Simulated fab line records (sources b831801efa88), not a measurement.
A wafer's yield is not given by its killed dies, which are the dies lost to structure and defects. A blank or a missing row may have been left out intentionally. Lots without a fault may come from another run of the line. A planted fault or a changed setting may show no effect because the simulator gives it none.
Code-filled problem report in 8D (eight disciplines) form :: flow sky130 :: the parts of the form that need people (team, actions taken, sign-off) are left out

## 1. WHAT IS WRONG
spinSpeedRpm at SKY_FIELD_ISO_COAT_08 reads a mean of 2658.9 rpm on 6 wafers of 2 lots; wafers without a fault read 2999.7 rpm with a standard deviation of 1.8. So: -99 or more standard deviations from the usual mean.
The step: resist thk 450 nm.
The first sign was on wafer L935.1 at day 4 19:00, on lithoTrack-02. At this step, 36 wafers from 12 lots have a number in the record. By rule, "out" or "out of limits" means more than 4 standard deviations away from the usual mean. The rest of the wafers with a number are treated as sound.

## 2. WHAT IT IS, WHAT IT ISN'T
question: which readings at this step
is: spinSpeedRpm
is not: resistLineTempC

question: which lots
is: L935, L937
is not: L922, L924, L927, L929, L930, L934, L936, L940, L942, L943

question: which wafers of those lots
is: all that have a number
is not: -

question: read on which tools
is: lithoTrack-02
is not: lithoTrack-01, lithoTrack-04

question: when
is: from day 4 19:00
is not: up to then (18 sound wafers); but 12 sound wafers of L936, L940, L942, L943 came after

## 3. SUSPECTS, AND WHAT RULES EACH OUT
Counting: a tool at a process step up to the reading stays a suspect if it ran every lot that is out and no sound lot after the first of them.
- lithoTrack-02 at SKY_FIELD_ISO_COAT_08 (resist thk 450 nm): kept. All lots that are out passed through it, beginning with L935 at day 4 19:00, and no sound lot followed; its final sound lot before that point was L930 at day 3 19:00. Out on those wafers are its own readings of spinSpeedRpm.
Left after counting: lithoTrack-02 at SKY_FIELD_ISO_COAT_08.

## 4. THE CAUSE (what the simulator had put in)
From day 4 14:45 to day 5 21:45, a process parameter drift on lithoTrack-02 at SKY_FIELD_ISO_COAT_08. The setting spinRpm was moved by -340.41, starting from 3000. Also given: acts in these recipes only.
The count eliminated every tool but this one.

## 5. THE CHAIN OF EFFECTS, in route order
Each row: a reading whose mean over the struck wafers that have a number lies more than 3 standard deviations from the usual. Readings are gone through only where the record gives a usual standard deviation; hours: the median, over the lots, of the time from a lot's start at the first step in this table giving one to that lot's start at this step; sigmas: the change measured in usual standard deviations.
hours: 0
step: SKY_FIELD_ISO_COAT_08
reading: spinSpeedRpm
usual: 2999.7 rpm
on struck wafers: 2658.9
change: -340.8
sigmas: -99 or more

hours: 10
step: SKY_FIELD_ISO_STRIP_16
reading: stripTimeToEndpointS
usual: 3.541 s
on struck wafers: 3.845
change: +0.304
sigmas: +12
Process steps it contains:
- SKY_FIELD_ISO_COAT_08: resist thk 450 nm.
- SKY_FIELD_ISO_STRIP_16: strips in O2/N2.
Later measuring or inspecting steps at which every struck wafer that the step has a row for has a number for every such reading, and none has moved that far: SKY_PWDE_OVL_MEAS_07.

## 6. HOW IT WOULD HAVE BEEN CAUGHT EARLIER
4 hours passed between the start of the fault at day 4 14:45 and the first reading out of limits in this record, taken at day 4 19:00.
